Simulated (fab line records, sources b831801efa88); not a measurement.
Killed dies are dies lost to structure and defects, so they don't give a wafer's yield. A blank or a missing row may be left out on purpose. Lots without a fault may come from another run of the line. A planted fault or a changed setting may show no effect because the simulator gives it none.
fab line records | flow gf180mcu
record lots=11 wafers=33 last_day=34
route steps=602 shown DUAL_GATE@154 POLY_GATE@157 NSD@247 CONTACT@303
lots that met no fault: from a run of the same line without faults
start_h: hours from the record's first day to the start of the lot's first wafer shown | wait_h: hours since the lot's step before | " the same as in the row above | L1.1+2: a row that stands for several wafers | - no value, or no start given | * or withheld: withheld | < > ~ a bound
route shown NAME@n: a module of which the file shows steps, and the number in the route of the first | usual: mean/standard deviation of fault-free wafers | same: alike in all rows | chamber/n: place in a boat | sites: the reading at each site | _std_site: their standard deviation | _edge_site: outer sites' mean less inner sites' | radius_mm: how far each site lies from the wafer's centre | mask NAME#n: copy n | behind: the tool/chamber that last shaped the wafer | hold: why the lot was held/for how many hours/how that ended | device: the transistor (n, p or np) that didn't switch | end of line: the same wafers' tests at the end of the route | a step without rows: its recipe alone | killed: dies lost to structure and defects at the first sort, not the wafer's yield | map: a wafer's dies, x killed, . not, _ none there
set.NAME: the setting as run; set.NAME@STEP: as run at that earlier step | model.NAME: the simulator's own value behind a step, which no gauge read
steps of the route over a sample of lots; a table a step, a row a wafer
services: from which hour (start_h, from the record's first day; less than 0 if before it) a tool's chamber was out of use, for how many hours, and why
## steps
# step GF_DUAL_GATE_STRIP_13
# recipe chemistry=O2/N2 power_w=1400 pressure_mtorr=1500 platen_temp_c=250 o2_flow_sccm=3000 n2_flow_sccm=300 overash_fraction=0.5
# usual chamber_pressure_mTorr=1500.1/1.4 drypump_motor_current_A=5.8/0.36 heater_power_w=346/32 oes_product_au=0.716/0.0045 strip_time_to_endpoint_s=12.622/0.03
# columns lot.wafer tool chamber start_h wait_h chamber_pressure_mTorr drypump_motor_current_A heater_power_w oes_product_au rf_hours_counter_h strip_time_to_endpoint_s
L729.1 plasma_asher-02 1 197.02 0.0 1499.7 5.4 344 0.716 59 12.609
L729.2 " 0 " " 1501.9 6.2 306 0.719 59 12.580
L729.4 " 0 " " 1501.4 6.2 304 0.717 - 12.596
L730.3 plasma_asher-01 1 204.38 0.0 1498.9 6.1 398 0.716 - 12.658
L730.4 " 0 " " 1500.0 5.6 323 0.716 - 12.621
L730.5 " 0 " " 1498.4 5.6 323 0.719 - 12.643
L731.1 plasma_asher-01 1 207.77 0.0 1500.9 6.1 399 0.716 9 12.622
L731.3 " 1 " " 1500.5 6.1 401 0.715 - 12.639
L731.5 " 0 " " 1499.0 5.6 316 0.724 - 12.617
L734.1 plasma_asher-02 1 231.43 0.0 1498.1 5.4 332 0.710 62 12.589
L734.3 " 1 " " 1500.5 5.3 338 0.712 - 12.589
L734.6 " 0 " " 1498.0 6.2 305 0.717 - 12.634
L736.2 plasma_asher-03 0 248.89 0.0 1499.1 5.9 358 0.715 46 12.604
L736.5 " 0 " " 1499.9 5.9 364 0.705 - 12.606
L736.6 " 1 " " 1498.8 5.2 368 0.715 - 12.600
L739.3 plasma_asher-01 1 264.61 0.0 1501.5 6.1 401 0.721 - 12.574
L739.5 " 0 " " 1497.6 5.6 326 0.715 - 12.589
L739.6 " 1 " " 1500.0 6.1 398 0.721 - 12.618
L740.1 plasma_asher-02 1 277.18 0.0 1500.8 5.3 350 0.724 67 12.638
L740.4 " 1 " " 1504.7 5.4 345 0.713 - 12.637
L740.5 " 1 " " 1502.0 5.3 338 0.720 - 12.611
L741.1 plasma_asher-02 1 281.69 0.0 1498.6 5.4 347 0.718 68 12.596
L741.5 " 1 " " 1499.8 5.4 343 0.712 - 12.553
L741.6 " 0 " " 1500.8 6.2 302 0.713 - 12.599
L742.3 plasma_asher-01 1 290.13 0.0 1497.2 6.1 395 0.721 - 12.593
L742.5 " 1 " " 1500.4 6.1 401 0.713 - 12.609
L742.6 " 0 " " 1499.6 5.6 319 0.722 - 12.609
L744.1 plasma_asher-03 0 304.43 0.0 1499.2 5.9 369 0.715 48 12.653
L744.3 " 1 " " 1499.2 5.3 372 0.716 - 12.579
L744.6 " 1 " " 1499.6 5.3 374 0.714 - 12.602
L748.1 plasma_asher-02 0 332.37 0.0 1499.3 6.1 297 0.711 74 12.583
L748.2 " 1 " " 1500.5 5.4 329 0.719 74 12.565
L748.3 " 1 " " 1500.6 5.3 334 0.720 - 12.617
# step GF_POLY_GATE_CVD_00
# recipe material=poly-Si target_thk_nm=200 temp_c=620 time_s=1200 pressure_mtorr=200
# usual spike_tc_centre_C=620.7/1.5 spike_tc_lower_C=620.1/1.1 spike_tc_top_C=638.8/1.7 spike_tc_upper_C=619.3/1.1 zone_power_upper_pct=9.0/0.64
# columns lot.wafer tool chamber start_h wait_h spike_tc_centre_C spike_tc_lower_C spike_tc_top_C spike_tc_upper_C zone_power_upper_pct
L729.1 lpcvd-01 0 198.72 0.0 621.4 620.6 636.5 618.7 8.2
L729.2 " 0 " " 621.7 619.8 637.6 619.7 8.3
L729.4 " 0 " " 620.7 619.9 637.8 619.8 8.3
L730.3 lpcvd-01 1 206.12 0.0 620.7 620.2 638.9 619.7 8.9
L730.4 " 1 " " 621.4 618.8 638.9 621.7 8.9
L730.5 " 1 " " 621.9 621.5 640.9 620.7 8.9
L731.1 lpcvd-02 1 209.48 0.0 618.4 621.5 642.9 618.0 9.6
L731.3 " 1 " " 618.3 622.7 640.4 618.7 9.7
L731.5 " 1 " " 618.0 621.1 638.9 617.4 9.7
L734.1 lpcvd-02 0 233.34 0.0 622.1 619.2 638.3 620.9 9.6
L734.3 " 0 " " 621.3 621.1 637.6 619.9 9.5
L734.6 " 0 " " 622.2 619.6 637.4 620.4 9.8
L736.2 lpcvd-01 0 250.59 0.0 620.8 619.3 637.7 619.9 8.3
L736.5 " 0 " " 621.2 620.3 636.3 619.1 8.1
L736.6 " 0 " " 620.5 619.4 638.4 617.2 8.2
L739.3 lpcvd-02 1 266.28 0.0 619.3 620.6 640.6 618.2 9.7
L739.5 " 1 " " 619.5 621.5 641.6 617.5 9.6
L739.6 " 1 " " 619.1 619.9 641.4 617.4 9.6
L740.1 lpcvd-01 0 278.92 0.0 623.1 621.9 636.1 620.8 8.1
L740.4 " 0 " " 620.2 621.1 636.7 618.3 8.2
L740.5 " 0 " " 620.2 620.2 636.7 619.9 8.3
L741.1 lpcvd-01 1 283.40 0.0 614.2 611.3 632.1 611.3 8.5
L741.5 " 1 " " 615.6 611.2 631.4 610.7 8.7
L741.6 " 1 " " 615.4 613.0 632.3 612.1 8.7
L742.3 lpcvd-01 1 293.49 1.3 614.8 611.7 632.4 611.8 8.7
L742.5 " 1 " " 615.8 613.7 632.9 612.3 8.5
L742.6 " 1 " " 615.0 610.6 634.8 610.8 8.7
L744.1 lpcvd-01 0 306.67 0.0 613.1 610.4 630.2 612.2 8.0
L744.3 " 0 " " 613.6 611.8 631.4 610.9 8.0
L744.6 " 0 " " 612.3 613.1 628.8 611.7 8.0
L748.1 lpcvd-02 1 334.07 0.0 619.0 622.4 642.0 619.1 9.6
L748.2 " 1 " " 618.7 622.7 639.4 619.0 9.6
L748.3 " 1 " " 619.9 621.0 642.4 615.8 9.7
# step GF_POLY_GATE_THK_MEAS_01
# recipe reads=poly-Si_of_POLY_GATE_CVD_00
# usual POLY_GATE_CVD_00_THK=199.6/2.3
# columns lot.wafer tool chamber start_h wait_h POLY_GATE_CVD_00_THK[nm]
L729.1 film_metro-03 - 200.10 0.0 199.2
L729.2 " - " " 200.4
L729.4 " - " " 200.0
L730.3 film_metro-03 - 207.48 0.0 200.7
L730.4 " - " " 198.8
L730.5 " - " " 199.9
L731.1 film_metro-04 - 210.82 0.0 202.2
L731.3 " - " " 202.6
L731.5 " - " " 200.7
L734.1 film_metro-01 - 234.67 0.0 200.5
L734.3 " - " " 200.8
L734.6 " - " " 201.3
L736.2 film_metro-01 - 251.93 0.0 196.2
L736.5 " - " " 197.1
L736.6 " - " " 198.8
L739.3 film_metro-01 - 267.64 0.0 201.7
L739.5 " - " " 200.9
L739.6 " - " " 201.5
L740.1 film_metro-03 - 280.92 0.0 197.6
L740.4 " - " " 196.6
L740.5 " - " " 197.6
L741.1 film_metro-03 - 284.73 0.0 163.4
L741.5 " - " " 165.5
L741.6 " - " " 164.8
L742.3 film_metro-03 - 294.85 0.0 169.3
L742.5 " - " " 169.0
L742.6 " - " " 167.5
L744.1 film_metro-04 - 308.00 0.0 167.7
L744.3 " - " " 166.4
L744.6 " - " " 168.1
L748.1 film_metro-04 - 335.40 0.0 194.9
L748.2 " - " " 198.1
L748.3 " - " " 195.5
# step GF_POLY_GATE_ETCH_13
# recipe target=poly-Si target_depth_nm=198.5 stop_on=SiO2 over_etch_frac=0.403 chemistry=HBr/Cl2 icp_w=400 bias_w=100 pressure_mtorr=10 HBr_flow_sccm=150 Cl2_flow_sccm=50 time_s=69.6
# usual chamber_pressure_mTorr=10.000/0.0098 drypump_motor_current_A=5.5/0.51 oes_product_au=0.990/0.0084 throttle_valve_pct=33.685/0.01
# same over_etch_frac=0.403
# columns lot.wafer tool chamber start_h wait_h chamber_pressure_mTorr drypump_motor_current_A oes_product_au rf_hours_counter_h throttle_valve_pct
L729.1 rie_si-02 0 217.32 - 9.995 6.1 0.987 1 33.689
L729.2 " 2 " " 9.987 6.0 0.989 4 33.650
L729.4 " 1 " " 9.979 5.0 0.998 37 33.696
L730.3 rie_si-02 1 225.03 - 10.005 5.0 1.009 37 33.686
L730.4 " 3 " " 10.001 5.3 0.980 - 33.702
L730.5 " 2 " " 10.000 5.9 0.994 - 33.679
L731.1 rie_si-02 1 228.52 - 9.950 5.0 0.999 37 33.666
L731.3 " 3 " " 10.012 5.3 0.982 37 33.693
L731.5 " 0 " " 10.010 6.1 1.003 - 33.671
L734.1 rie_si-02 1 252.51 - 10.013 5.0 1.001 37 33.684
L734.3 " 3 " " 9.996 5.2 0.987 37 33.679
L734.6 " 0 " " 10.001 6.1 1.001 - 33.686
L736.2 rie_si-01 2 271.57 - 9.987 6.3 0.982 2 33.678
L736.5 " 2 " " 9.995 6.3 0.984 - 33.680
L736.6 " 1 " " 10.002 4.9 0.993 - 33.678
L739.3 rie_si-01 3 287.27 - 10.000 5.2 1.006 86 33.685
L739.5 " 1 " " 10.008 4.9 0.982 - 33.684
L739.6 " 2 " " 10.006 6.3 0.993 - 33.660
L740.1 rie_si-01 3 301.36 - 10.003 5.1 1.001 86 33.674
L740.4 " 0 " " 10.004 5.6 0.987 23 33.677
L740.5 " 2 " " 10.002 6.3 0.996 - 33.695
L741.1 rie_si-01 0 305.21 - 9.997 5.6 0.871 23 33.678
L741.5 " 1 " " 9.993 4.9 0.874 - 33.683
L741.6 " 2 " " 10.006 6.3 0.868 - 33.682
L742.3 rie_si-02 2 315.33 - 10.008 5.9 0.887 5 33.672
L742.5 " 2 " " 10.006 5.9 0.887 - 33.699
L742.6 " 1 " " 9.997 5.0 0.883 - 33.687
L744.1 rie_si-01 2 328.67 - 10.019 6.3 0.881 2 33.685
L744.3 " 0 " " 9.989 5.7 0.879 23 33.684
L744.6 " 0 " " 9.999 5.7 0.883 - 33.691
L748.1 rie_si-02 1 357.77 - 9.997 5.0 0.979 38 33.688
L748.2 " 2 " " 9.995 5.9 0.996 5 33.691
L748.3 " 3 " " 9.997 5.3 0.980 38 33.666
# step GF_NSD_TW_MEAS_12
# usual NSD_TW=4260/43
# columns lot.wafer tool chamber start_h wait_h NSD_TW
L729.1 film_metro-02 - 321.21 0.1 4265
L729.2 " - " " 4255
L729.4 " - " " 4261
L730.3 film_metro-01 - 328.63 0.1 4234
L730.4 " - " " 4250
L730.5 " - " " 4265
L731.1 film_metro-04 - 333.46 0.1 4316
L731.3 " - " " 4280
L731.5 " - " " 4325
L734.1 film_metro-04 - 363.10 0.1 4305
L734.3 " - " " 4313
L734.6 " - " " 4333
L736.2 film_metro-02 - 382.62 0.1 4264
L736.5 " - " " 4275
L736.6 " - " " 4262
L739.3 film_metro-02 - 403.67 0.1 4262
L739.5 " - " " 4237
L739.6 " - " " 4240
L740.1 film_metro-01 - 419.36 0.1 4187
L740.4 " - " " 4198
L740.5 " - " " 4217
L741.1 film_metro-01 - 425.92 0.1 4191
L741.5 " - " " 4231
L741.6 " - " " 4224
L742.3 film_metro-04 - 437.03 0.1 4294
L742.5 " - " " 4312
L742.6 " - " " 4327
L744.1 film_metro-02 - 451.48 0.1 4242
L744.3 " - " " 4257
L744.6 " - " " 4261
L748.1 film_metro-04 - 480.99 0.1 4273
L748.2 " - " " 4304
L748.3 " - " " 4281
# step GF_CONTACT_ETCH_16
# recipe chemistry=N2/H2 target_depth_a=withheld overetch_a=withheld time_s=withheld target=BARC ion_energy_ev=200 source_w=500 bias_w=100 pressure_mtorr=30 n2_flow_sccm=100 h2_flow_sccm=200
# usual chamber_pressure_mTorr=30.000/0.028 drypump_motor_current_A=5.9/0.48 oes_product_au=0.855/0.0043 throttle_valve_pct=13.223/0.0091
# columns lot.wafer tool chamber start_h wait_h chamber_pressure_mTorr drypump_motor_current_A oes_product_au throttle_valve_pct
L729.1 rie_diel-01 1 389.03 0.0 30.017 6.5 0.849 13.230
L729.2 " 3 " " 30.008 6.5 0.843 13.211
L729.4 " 2 " " 29.966 5.8 0.851 13.209
L730.3 rie_diel-01 3 398.16 0.0 30.035 6.5 0.854 13.223
L730.4 " 2 " " 29.930 5.8 0.851 13.217
L730.5 " 1 " " 30.025 6.5 0.860 13.219
L731.1 rie_diel-01 1 402.86 0.0 30.009 6.5 0.848 13.228
L731.3 " 3 " " 29.967 6.5 0.847 13.228
L731.5 " 1 " " 29.982 6.5 0.856 13.237
L734.1 rie_diel-03 3 434.98 0.0 30.000 6.1 0.862 13.234
L734.3 " 0 " " 29.956 5.3 0.859 13.232
L734.6 " 2 " " 29.983 5.8 0.848 13.227
L736.2 rie_diel-03 3 453.98 0.0 30.002 6.1 0.851 13.204
L736.5 " 2 " " 30.022 5.8 0.852 13.226
L736.6 " 1 " " 30.038 6.3 0.853 13.240
L739.3 rie_diel-02 2 479.87 0.0 29.972 6.6 0.853 13.227
L739.5 " 1 " " 29.928 5.3 0.854 13.223
L739.6 " 0 " " 30.029 5.1 0.859 13.209
L740.1 rie_diel-03 1 493.60 0.0 30.017 6.3 0.852 13.224
L740.4 " 2 " " 30.025 5.9 0.851 13.233
L740.5 " 3 " " 30.013 6.1 0.854 13.224
L741.1 rie_diel-01 1 503.58 0.0 29.999 6.5 0.852 13.228
L741.5 " 1 " " 29.981 6.5 0.861 13.226
L741.6 " 3 " " 29.984 6.5 0.859 13.210
L742.3 rie_diel-01 0 510.45 0.0 29.991 5.6 0.855 13.230
L742.5 " 0 " " 30.027 5.6 0.854 13.238
L742.6 " 1 " " 30.023 6.5 0.863 13.230
L744.1 rie_diel-01 3 528.33 0.0 29.943 6.5 0.846 13.221
L744.3 " 2 " " 30.034 5.9 0.854 13.222
L744.6 " 0 " " 30.016 5.6 0.859 13.212
L748.1 rie_diel-02 1 553.31 0.0 29.964 5.3 0.861 13.228
L748.2 " 0 " " 29.991 5.1 0.861 13.213
L748.3 " 2 " " 29.987 6.6 0.861 13.232
## services
# columns tool chamber start_h hours kind
rie_diel-02 3 190.66 1.6 repair
rie_si-02 - 199.31 0.4 repair
rie_diel-03 1 204.13 18.1 repair
rie_diel-01 0 207.16 4.8 repair
rie_si-01 3 210.38 7.0 repair
plasma_asher-02 - 214.67 13.5 pm
rie_diel-02 - 220.48 28.1 pm
rie_si-02 0 223.74 4.3 repair
rie_si-02 - 225.73 1.6 repair
lpcvd-01 - 226.91 1.3 repair
rie_diel-01 0 234.17 1.5 repair
rie_diel-02 - 256.79 0.5 repair
rie_diel-01 3 262.68 1.7 repair
rie_si-01 1 291.73 9.5 repair
rie_si-02 0 299.09 6.0 repair
rie_si-02 - 326.87 2.8 pm
rie_si-02 - 343.54 4.3 pm
plasma_asher-02 - 374.66 0.7 repair
rie_diel-03 - 390.75 14.6 pm
lpcvd-01 - 397.27 2.8 pm
lpcvd-02 - 406.22 2.2 repair
plasma_asher-02 - 421.25 9.0 pm
rie_diel-01 1 429.67 64.3 repair
rie_si-02 3 518.27 16.3 repair
## key
first_sign step=GF_POLY_GATE_CVD_00 reading=spike_tc_lower_C direction=down sigmas=7.3 usual=620.1 struck=611.9
effect step=GF_POLY_GATE_CVD_00 reading=spike_tc_upper_C direction=down sigmas=6.8 usual=619.3 struck=611.5
effect step=GF_POLY_GATE_THK_MEAS_01 reading=POLY_GATE_CVD_00_THK direction=down sigmas=15 usual=199.6 struck=166.8
effect step=GF_POLY_GATE_ETCH_13 reading=oes_product_au direction=down sigmas=13 usual=0.990 struck=0.879
met_at GF_POLY_GATE_CVD_00
struck_lots L741,L742,L744
tester_left_out L741,L742,L744
not_acting_at GF_DUAL_GATE_STRIP_13,GF_NSD_TW_MEAS_12,GF_CONTACT_ETCH_16
onset_between 278.92 283.40
fault kind=process_parameter_drift tool=lpcvd-01 chamber=- onset_h=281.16 steps=GF_POLY_GATE_CVD_00 channel=temp_c offset=* shape=step end_h=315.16 acts_in=* stated=*
# tester_left_out: of these lots the tester's yield and bins aren't shown, on N5 and GAA mostly nor the transistor test; their killed dies are dies lost to structure and defects alone, not to doping, threshold or leakage, so they don't give the yield
